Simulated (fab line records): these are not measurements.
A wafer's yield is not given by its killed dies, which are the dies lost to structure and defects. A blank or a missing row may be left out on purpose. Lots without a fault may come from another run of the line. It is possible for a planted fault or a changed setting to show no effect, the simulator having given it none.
2 desks, one fault + flow gf180mcu + only its own numbers are on each desk; what lay behind them is given at the end

DESK OF THE TOOL OWNER: implanter-02
GF_NWELL_IMPLANT_09, tool's own readings: per-lot mean of the sampled wafers with a number, covering each lot this tool ran. Any lot whose mean is over 4 standard deviations away from the usual mean is out of limits and marked OUT; that distance is given in the brackets.
Columns: A = beam-energy-keV at GF_NWELL_IMPLANT_09, usual 160.01; B = faraday-current-uA at GF_NWELL_IMPLANT_09, usual 22.5
| lot  | first seen here | A                        | B    |
|------|-----------------|--------------------------|------|
| L919 | day 3 23:42     | 160.05                   | 22.3 |
| L920 | day 4 04:38     | 160.00                   | 22.4 |
| L921 | day 4 11:54     | 160.05                   | 22.6 |
| L923 | day 4 22:56     | 174.79 (+99 or more) OUT | 22.7 |
| L925 | day 5 10:12     | 174.86 (+99 or more) OUT | 22.0 |
This desk's verdict: out of limits on L923, L925, starting with L923 at day 4 22:56 (beam-energy-keV at GF_NWELL_IMPLANT_09). In limits: L919, L920, L921.

AT THE METROLOGY DESK
What the gauges read, lot by lot, whatever tool the lot ran on: means of the sampled wafers that have a number. Any lot whose mean is over 4 standard deviations away from the usual mean is out of limits and marked OUT; that distance is given in the brackets.
Columns: A = INCOMING_BOW at GF_STI_BOW_MEAS_00, usual 0 um; B = DNWELL_TW at GF_DNWELL_TW_MEAS_09, usual 1346; C = VT_IMPLANT_01_OVL at GF_VT_IMPLANT_OVL_MEAS_18, usual 0.1 nm
| lot  | first seen here | A  | B    | C    |
|------|-----------------|----|------|------|
| L917 | day 1 15:00     | -7 | 1354 | 0.4  |
| L919 | day 2 01:01     | -4 | 1352 | 1.3  |
| L920 | day 2 06:00     | -5 | 1344 | 2.5  |
| L921 | day 2 11:01     | 2  | 1341 | -1.8 |
| L923 | day 2 21:00     | 2  | 1333 | 0.7  |
| L924 | day 3 02:01     | 0  | 1350 | -0.9 |
| L925 | day 3 07:01     | -2 | 1355 | 0.3  |
| L927 | day 3 17:01     | 1  | 1357 | -1.1 |
| L932 | day 4 18:00     | -2 | 1340 | -0.9 |
| L933 | day 4 23:01     | -4 | 1340 | 2.3  |
| L935 | day 5 09:01     | -2 | 1342 | 1.1  |
| L936 | day 5 14:04     | 6  | 1340 | -1.2 |
| L937 | day 5 19:00     | 1  | 1328 | -1.0 |
| L939 | day 6 05:00     | -4 | 1343 | 0.2  |
This desk found nothing out of limits on any of the 14 lots.

BROUGHT TOGETHER
At day 4 22:56, on L923, L925, the tool owner's desk was in a position to raise an alarm.
From the metrology desk's view, nothing was out of limits.
The metrology desk holds a record of L923, L925, inside its limits.
Every lot named ran GF_NWELL_IMPLANT_09 on implanter-02.

WHAT WAS PUT IN BY THE SIMULATOR
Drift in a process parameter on implanter-02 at GF_NWELL_IMPLANT_09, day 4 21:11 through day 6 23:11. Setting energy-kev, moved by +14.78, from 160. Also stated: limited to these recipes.
Shown lots that were struck: L923, L925.
Delay in hours, fault start to first out-of-limits reading, by desk: the tool owner's desk at 2.
